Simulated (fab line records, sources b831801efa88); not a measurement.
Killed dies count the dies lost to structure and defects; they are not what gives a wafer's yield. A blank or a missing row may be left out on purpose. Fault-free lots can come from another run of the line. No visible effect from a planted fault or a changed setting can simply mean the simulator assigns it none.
Which tool was responsible? || flow sky130 || Sampling: 12 lots, 36 wafers, 5 of 708 route steps

== WHAT THE GAUGES SHOWED, per wafer ==
SKY_VIA1_RS_MEAS_22: measurement is done with a four-point probe. Usual: for VIA1_W_RS the level is 0.428 ohm/sq and the standard deviation is 0.0056.
{"lot": "L306", "measured": "day 33 21:27", "on": "film_metro-03", "VIA1_W_RS (ohm/sq)": "0.436 0.430 0.436", "flag": ""}
{"lot": "L307", "measured": "day 34 05:01", "on": "film_metro-02", "VIA1_W_RS (ohm/sq)": "0.434 0.429 0.441", "flag": ""}
{"lot": "L308", "measured": "day 34 20:05", "on": "film_metro-03", "VIA1_W_RS (ohm/sq)": "0.429 0.430 0.426", "flag": ""}
{"lot": "L311", "measured": "day 35 20:23", "on": "film_metro-03", "VIA1_W_RS (ohm/sq)": "0.422 0.421 0.419", "flag": ""}
{"lot": "L320", "measured": "day 38 07:46", "on": "film_metro-04", "VIA1_W_RS (ohm/sq)": "0.428 0.432 0.427", "flag": ""}
{"lot": "L322", "measured": "day 39 10:31", "on": "film_metro-04", "VIA1_W_RS (ohm/sq)": "0.426 0.430 0.432", "flag": ""}
{"lot": "L324", "measured": "day 39 22:52", "on": "film_metro-03", "VIA1_W_RS (ohm/sq)": "0.427 0.436 0.427", "flag": ""}
{"lot": "L323", "measured": "day 40 00:28", "on": "film_metro-03", "VIA1_W_RS (ohm/sq)": "0.427 0.434 0.430", "flag": ""}
{"lot": "L325", "measured": "day 40 07:34", "on": "film_metro-04", "VIA1_W_RS (ohm/sq)": "0.424 0.425 0.431", "flag": ""}
{"lot": "L327", "measured": "day 40 09:03", "on": "film_metro-04", "VIA1_W_RS (ohm/sq)": "0.436 0.431 0.433", "flag": ""}
{"lot": "L328", "measured": "day 40 15:55", "on": "film_metro-03", "VIA1_W_RS (ohm/sq)": "0.424 0.423 0.423", "flag": ""}
{"lot": "L329", "measured": "day 41 01:41", "on": "film_metro-02", "VIA1_W_RS (ohm/sq)": "0.423 0.427 0.423", "flag": ""}

SKY_METAL2_OVL_MEAS_16. Usual: for METAL2_OVL the level is -1 nm and the standard deviation is 4.8.
{"lot": "L306", "measured": "day 35 00:52", "on": "overlay-01", "METAL2_OVL (nm)": "-2 2 -5", "flag": ""}
{"lot": "L307", "measured": "day 35 07:52", "on": "overlay-01", "METAL2_OVL (nm)": "7 0 -4", "flag": ""}
{"lot": "L308", "measured": "day 35 23:23", "on": "overlay-02", "METAL2_OVL (nm)": "1 10 1", "flag": ""}
{"lot": "L311", "measured": "day 36 22:55", "on": "overlay-02", "METAL2_OVL (nm)": "-7 1 -4", "flag": ""}
{"lot": "L320", "measured": "day 39 09:25", "on": "overlay-01", "METAL2_OVL (nm)": "3 5 1", "flag": ""}
{"lot": "L322", "measured": "day 40 12:13", "on": "overlay-02", "METAL2_OVL (nm)": "-13 -10 -8", "flag": ""}
{"lot": "L324", "measured": "day 41 00:30", "on": "overlay-01", "METAL2_OVL (nm)": "-8 -5 -5", "flag": ""}
{"lot": "L323", "measured": "day 41 02:00", "on": "overlay-01", "METAL2_OVL (nm)": "1 0 -4", "flag": ""}
{"lot": "L325", "measured": "day 41 08:51", "on": "overlay-02", "METAL2_OVL (nm)": "5 8 0", "flag": ""}
{"lot": "L327", "measured": "day 41 10:40", "on": "overlay-02", "METAL2_OVL (nm)": "-13 -5 -8", "flag": ""}
{"lot": "L328", "measured": "day 41 17:56", "on": "overlay-01", "METAL2_OVL (nm)": "-5 2 -1", "flag": ""}
{"lot": "L329", "measured": "day 42 03:43", "on": "overlay-01", "METAL2_OVL (nm)": "-2 -2 -1", "flag": ""}

SKY_VIA2_THK_MEAS_01. Usual: for VIA2_HDPCVD_THK the level is 1182 nm and the standard deviation is 13.
{"lot": "L306", "measured": "day 35 01:48", "on": "film_metro-04", "VIA2_HDPCVD_THK (nm)": "1172 1183 1176", "flag": ""}
{"lot": "L307", "measured": "day 35 08:48", "on": "film_metro-03", "VIA2_HDPCVD_THK (nm)": "1171 1189 1175", "flag": ""}
{"lot": "L308", "measured": "day 36 00:20", "on": "film_metro-01", "VIA2_HDPCVD_THK (nm)": "1187 1182 1202", "flag": ""}
{"lot": "L311", "measured": "day 36 23:51", "on": "film_metro-01", "VIA2_HDPCVD_THK (nm)": "543 1169 1173", "flag": "OFF"}
{"lot": "L320", "measured": "day 39 10:22", "on": "film_metro-03", "VIA2_HDPCVD_THK (nm)": "1167 1181 1178", "flag": ""}
{"lot": "L322", "measured": "day 40 13:10", "on": "film_metro-01", "VIA2_HDPCVD_THK (nm)": "1186 1198 1179", "flag": ""}
{"lot": "L324", "measured": "day 41 01:32", "on": "film_metro-03", "VIA2_HDPCVD_THK (nm)": "1192 1172 1193", "flag": ""}
{"lot": "L323", "measured": "day 41 02:58", "on": "film_metro-03", "VIA2_HDPCVD_THK (nm)": "1186 1176 1183", "flag": ""}
{"lot": "L325", "measured": "day 41 09:50", "on": "film_metro-03", "VIA2_HDPCVD_THK (nm)": "1191 1174 1192", "flag": ""}
{"lot": "L327", "measured": "day 41 11:38", "on": "film_metro-04", "VIA2_HDPCVD_THK (nm)": "1147 1195 1173", "flag": ""}
{"lot": "L328", "measured": "day 41 18:53", "on": "film_metro-03", "VIA2_HDPCVD_THK (nm)": "1146 1185 1154", "flag": ""}
{"lot": "L329", "measured": "day 42 04:39", "on": "film_metro-03", "VIA2_HDPCVD_THK (nm)": "1175 1180 1160", "flag": ""}

== TOOL THAT RAN EACH LOT (tool first, then ch and the chambers of the sampled wafers, then the start) ==
{"lot": "L306", "SKY_METAL1_METAL_ETCH_19": "rie_metal-03 ch 0,1, day 32 16:09", "SKY_VIA2_HDPCVD_00": "hdpcvd-02 ch 1,2, day 35 01:41"}
{"lot": "L307", "SKY_METAL1_METAL_ETCH_19": "rie_metal-03 ch 0,1, day 33 00:03", "SKY_VIA2_HDPCVD_00": "hdpcvd-02 ch 0,2, day 35 08:40"}
{"lot": "L308", "SKY_METAL1_METAL_ETCH_19": "rie_metal-03 ch 0,1, day 33 16:09", "SKY_VIA2_HDPCVD_00": "hdpcvd-02 ch 0,2, day 36 00:12"}
{"lot": "L311", "SKY_METAL1_METAL_ETCH_19": "rie_metal-04 ch 0,1, day 34 15:23", "SKY_VIA2_HDPCVD_00": "hdpcvd-02 ch 0,1,2, day 36 23:43"}
{"lot": "L320", "SKY_METAL1_METAL_ETCH_19": "rie_metal-03 ch 0,1, day 37 03:52", "SKY_VIA2_HDPCVD_00": "hdpcvd-01 ch 0,1,2, day 39 10:17"}
{"lot": "L322", "SKY_METAL1_METAL_ETCH_19": "rie_metal-03 ch 0,1, day 38 07:27", "SKY_VIA2_HDPCVD_00": "hdpcvd-01 ch 0,1,2, day 40 13:02"}
{"lot": "L324", "SKY_METAL1_METAL_ETCH_19": "rie_metal-04 ch 0,1, day 38 19:32", "SKY_VIA2_HDPCVD_00": "hdpcvd-01 ch 0,1,2, day 41 01:25"}
{"lot": "L323", "SKY_METAL1_METAL_ETCH_19": "rie_metal-01 ch 0,1, day 38 21:40", "SKY_VIA2_HDPCVD_00": "hdpcvd-01 ch 0,1, day 41 02:50"}
{"lot": "L325", "SKY_METAL1_METAL_ETCH_19": "rie_metal-01 ch 0,1, day 39 04:17", "SKY_VIA2_HDPCVD_00": "hdpcvd-02 ch 0,1, day 41 09:42"}
{"lot": "L327", "SKY_METAL1_METAL_ETCH_19": "rie_metal-03 ch 0,1, day 39 06:30", "SKY_VIA2_HDPCVD_00": "hdpcvd-02 ch 0,1,2, day 41 11:30"}
{"lot": "L328", "SKY_METAL1_METAL_ETCH_19": "rie_metal-01 ch 0,1, day 39 12:08", "SKY_VIA2_HDPCVD_00": "hdpcvd-02 ch 1,2, day 41 18:45"}
{"lot": "L329", "SKY_METAL1_METAL_ETCH_19": "rie_metal-01 ch 0,1, day 39 22:29", "SKY_VIA2_HDPCVD_00": "hdpcvd-01 ch 0,1, day 42 04:31"}
- SKY_METAL1_METAL_ETCH_19: etches the open film in Cl2/BCl3, stops on SiO2, target depth 360 nm, time 78 s.
- SKY_VIA2_HDPCVD_00: deposits SiO2, target thk 1180 nm, time 196.7 s.

== WHAT THE TOOLS THEMSELVES READ (means of the sampled wafers that have a number; where no wafer has one, the mark that the record gives instead) ==
SKY_METAL1_METAL_ETCH_19. Usual: drypump_motor_current_A 5.62 A, standard deviation 0.16; mfc_cl2_sccm 60.00 sccm, standard deviation 0.17; oes_product_au 0.854 a.u., standard deviation 0.006; throttle_valve_pct 22.264 %, standard deviation 0.0088.
{"lot": "L306", "tool": "rie_metal-03", "drypump_motor_current_A (A)": 5.74, "mfc_cl2_sccm (sccm)": 59.93, "oes_product_au (a.u.)": 0.857, "throttle_valve_pct (%)": 22.266, "flag": ""}
{"lot": "L307", "tool": "rie_metal-03", "drypump_motor_current_A (A)": 5.71, "mfc_cl2_sccm (sccm)": 60.04, "oes_product_au (a.u.)": 0.852, "throttle_valve_pct (%)": 22.265, "flag": ""}
{"lot": "L308", "tool": "rie_metal-03", "drypump_motor_current_A (A)": 5.72, "mfc_cl2_sccm (sccm)": 59.89, "oes_product_au (a.u.)": 0.851, "throttle_valve_pct (%)": 22.269, "flag": ""}
{"lot": "L311", "tool": "rie_metal-04", "drypump_motor_current_A (A)": 5.53, "mfc_cl2_sccm (sccm)": 59.91, "oes_product_au (a.u.)": 0.853, "throttle_valve_pct (%)": 22.259, "flag": ""}
{"lot": "L320", "tool": "rie_metal-03", "drypump_motor_current_A (A)": 5.67, "mfc_cl2_sccm (sccm)": 59.80, "oes_product_au (a.u.)": 0.853, "throttle_valve_pct (%)": 22.263, "flag": ""}
{"lot": "L322", "tool": "rie_metal-03", "drypump_motor_current_A (A)": 5.67, "mfc_cl2_sccm (sccm)": 59.83, "oes_product_au (a.u.)": 0.850, "throttle_valve_pct (%)": 22.264, "flag": ""}
{"lot": "L324", "tool": "rie_metal-04", "drypump_motor_current_A (A)": 5.53, "mfc_cl2_sccm (sccm)": 60.05, "oes_product_au (a.u.)": 0.855, "throttle_valve_pct (%)": 22.272, "flag": ""}
{"lot": "L323", "tool": "rie_metal-01", "drypump_motor_current_A (A)": 5.45, "mfc_cl2_sccm (sccm)": 59.88, "oes_product_au (a.u.)": 0.857, "throttle_valve_pct (%)": 22.266, "flag": ""}
{"lot": "L325", "tool": "rie_metal-01", "drypump_motor_current_A (A)": 5.55, "mfc_cl2_sccm (sccm)": 60.01, "oes_product_au (a.u.)": 0.857, "throttle_valve_pct (%)": 22.269, "flag": ""}
{"lot": "L327", "tool": "rie_metal-03", "drypump_motor_current_A (A)": 5.70, "mfc_cl2_sccm (sccm)": 60.10, "oes_product_au (a.u.)": 0.851, "throttle_valve_pct (%)": 22.265, "flag": ""}
{"lot": "L328", "tool": "rie_metal-01", "drypump_motor_current_A (A)": 5.56, "mfc_cl2_sccm (sccm)": 60.01, "oes_product_au (a.u.)": 0.854, "throttle_valve_pct (%)": 22.256, "flag": ""}
{"lot": "L329", "tool": "rie_metal-01", "drypump_motor_current_A (A)": 5.47, "mfc_cl2_sccm (sccm)": 60.00, "oes_product_au (a.u.)": 0.857, "throttle_valve_pct (%)": 22.256, "flag": ""}

SKY_VIA2_HDPCVD_00. Usual: 400.03 C for susceptor_temp_C, sd 0.23.
{"lot": "L306", "tool": "hdpcvd-02", "susceptor_temp_C (C)": 400.27, "flag": ""}
{"lot": "L307", "tool": "hdpcvd-02", "susceptor_temp_C (C)": 400.03, "flag": ""}
{"lot": "L308", "tool": "hdpcvd-02", "susceptor_temp_C (C)": 399.97, "flag": ""}
{"lot": "L311", "tool": "hdpcvd-02", "susceptor_temp_C (C)": 399.94, "flag": ""}
{"lot": "L320", "tool": "hdpcvd-01", "susceptor_temp_C (C)": 399.91, "flag": ""}
{"lot": "L322", "tool": "hdpcvd-01", "susceptor_temp_C (C)": 400.14, "flag": ""}
{"lot": "L324", "tool": "hdpcvd-01", "susceptor_temp_C (C)": 400.04, "flag": ""}
{"lot": "L323", "tool": "hdpcvd-01", "susceptor_temp_C (C)": 400.02, "flag": ""}
{"lot": "L325", "tool": "hdpcvd-02", "susceptor_temp_C (C)": 399.98, "flag": ""}
{"lot": "L327", "tool": "hdpcvd-02", "susceptor_temp_C (C)": 400.11, "flag": ""}
{"lot": "L328", "tool": "hdpcvd-02", "susceptor_temp_C (C)": 400.05, "flag": ""}
{"lot": "L329", "tool": "hdpcvd-01", "susceptor_temp_C (C)": 399.73, "flag": ""}

== THE ANSWER, worked out from the rows above alone ==
Rule: a lot counts as off when the mean over its wafers that have a number is more than 3 standard deviations away from the usual mean. Also off: a lot with no number at a reading for which 4 or more lots have one. Any other lot the step has rows for is counted as sound. After the gauges, taken in route order, come the tools' own readings; for these a lot's mean is taken, as printed above. The first step at which some lot is off is used, and at that step the reading that is off furthest; a lot without a number counts as furthest.
Off: at SKY_VIA2_THK_MEAS_01 (VIA2_HDPCVD_THK), L311.
A tool fits if, at a process step before that reading, it ran every lot that is off, and no sound lot after the first of them. Those tools and the gauges at SKY_VIA2_THK_MEAS_01 are tried in the same way. Not one of the candidates tried fits.

== WHAT THE SIMULATOR HAD INSERTED ==
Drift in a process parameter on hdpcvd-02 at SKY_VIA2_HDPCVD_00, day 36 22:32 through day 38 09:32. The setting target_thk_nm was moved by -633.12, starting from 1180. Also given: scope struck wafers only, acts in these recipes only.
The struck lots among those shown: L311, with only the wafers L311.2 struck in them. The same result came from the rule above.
